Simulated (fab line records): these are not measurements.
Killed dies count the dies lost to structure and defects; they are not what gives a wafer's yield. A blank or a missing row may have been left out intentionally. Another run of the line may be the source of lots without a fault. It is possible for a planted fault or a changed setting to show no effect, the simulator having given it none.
Which tool is to blame? -- flow sky130 -- route of 708 steps, sampled at 1 step: 12 lots, 36 wafers

## WHAT EACH GAUGE READ, for each wafer
SKY_PWDE_OVL_MEAS_07.
lot,measured,on,PWDE_OVL (nm)
L075,day 4 04:02,overlay-02,-1.1 1.2 -0.1
L077,day 4 12:07,overlay-01,-2.6 -1.4 -0.4
L079,day 5 02:18,overlay-02,1.4 0.8 2.5
L081,day 5 11:34,overlay-02,-1.7 0.2 0.2
L083,day 5 21:08,overlay-02,0.6 -0.8 1.6
L085,day 6 08:53,overlay-01,-0.3 -1.7 -1.1
L087,day 6 19:14,overlay-02,-1.1 0.9 0.6
L089,day 7 21:59,overlay-01,1.5 2.2 1.7
L092,day 8 07:25,overlay-01,2.3 1.4 1.3
L093,day 8 11:02,overlay-01,-0.9 -0.1 1.3
L096,day 9 01:31,overlay-02,-0.8 -2.8 0.1
L097,day 9 06:22,overlay-01,1.1 -0.1 1.0

## WHAT TOOL EACH LOT RAN ON (gives the tool, then ch and the chambers of the sampled wafers, and finally the start)
There is no process step in the record ahead of these readings.

## THE ANSWER, worked out from the rows above alone
Rule: the usual values come from the lots themselves. The widest of any qualifying gaps counts: lots, ordered by their means at a reading, are off when they make up no more than a third of the lots, leave a main group of 4 or more, and stand apart from it by 3 or more times the standard deviation of that group's means. The tables above print the reading to a certain number of digits; a main group whose means all agree to those digits is not used. A lot without any number at a reading at which 4 lots or more have one is off too. All remaining lots with rows at the step are treated as sound.
None of the lots is off at any reading shown; this tells nothing.

## WHAT WAS PUT IN BY THE SIMULATOR
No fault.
